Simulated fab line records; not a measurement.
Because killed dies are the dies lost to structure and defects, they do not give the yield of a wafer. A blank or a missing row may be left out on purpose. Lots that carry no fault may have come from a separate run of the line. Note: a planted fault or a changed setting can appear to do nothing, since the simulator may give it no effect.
The tool behind it: which one? || flow gf180mcu || 21 wafers from 7 lots sampled at 2 of the route's 602 steps

== WHAT THE GAUGES READ, wafer by wafer ==
GF_M4_RS_MEAS_05: measures by four-point-probe.
{"lot": "L338", "measured": "day 23 09:02", "on": "film-metro-02", "M4_ALCU_RS (ohm/sq)": "0.0698 0.0702 0.0694"}
{"lot": "L340", "measured": "day 24 00:01", "on": "film-metro-01", "M4_ALCU_RS (ohm/sq)": "0.0682 0.0688 0.0693"}
{"lot": "L342", "measured": "day 25 02:40", "on": "film-metro-03", "M4_ALCU_RS (ohm/sq)": "0.0695 0.0703 0.0690"}
{"lot": "L344", "measured": "day 25 09:31", "on": "film-metro-03", "M4_ALCU_RS (ohm/sq)": "0.0698 0.0685 0.0685"}
{"lot": "L351", "measured": "day 27 13:47", "on": "film-metro-03", "M4_ALCU_RS (ohm/sq)": "0.0710 0.0703 0.0695"}
{"lot": "L357", "measured": "day 29 04:50", "on": "film-metro-02", "M4_ALCU_RS (ohm/sq)": "0.0702 0.0694 0.0679"}
{"lot": "L360", "measured": "day 30 00:03", "on": "film-metro-03", "M4_ALCU_RS (ohm/sq)": "0.0677 0.0680 0.0685"}

== TOOL THAT RAN EACH LOT (tool first, then ch and the chambers of the sampled wafers, then the start) ==
{"lot": "L338", "GF_STI_WET_ETCH_26": "wet-bench-04 ch 2, day 2 10:44"}
{"lot": "L340", "GF_STI_WET_ETCH_26": "wet-bench-03 ch 2, day 2 20:50"}
{"lot": "L342", "GF_STI_WET_ETCH_26": "wet-bench-03 ch 1, day 3 07:20"}
{"lot": "L344", "GF_STI_WET_ETCH_26": "wet-bench-01 ch 3, day 3 16:53"}
{"lot": "L351", "GF_STI_WET_ETCH_26": "wet-bench-03 ch 0, day 5 05:51"}
{"lot": "L357", "GF_STI_WET_ETCH_26": "wet-bench-04 ch 0, day 6 10:37"}
{"lot": "L360", "GF_STI_WET_ETCH_26": "wet-bench-04 ch 1, day 7 04:02"}
- GF_STI_WET_ETCH_26: etches SiO2 in dHF, target depth 94 nm, time 188 s.

== THE ANSWER, worked out from the rows above alone ==
Rule: the lots themselves supply what counts as usual. The widest of any qualifying gaps counts: lots, ordered by their means at a reading, are off when they make up no more than a third of the lots, leave a main group of 4 or more, and stand apart from it by 3 or more times the standard deviation of that group's means. A main group whose means are all the same, to the digits that the tables above print for the reading, isn't used. Also off: a lot with no number at a reading for which 4 or more lots have one. Any other lot the step has rows for is counted as sound.
No lot is off on any of the readings shown, so nothing can be concluded from this.

== WHAT THE SIMULATOR HAD PUT IN ==
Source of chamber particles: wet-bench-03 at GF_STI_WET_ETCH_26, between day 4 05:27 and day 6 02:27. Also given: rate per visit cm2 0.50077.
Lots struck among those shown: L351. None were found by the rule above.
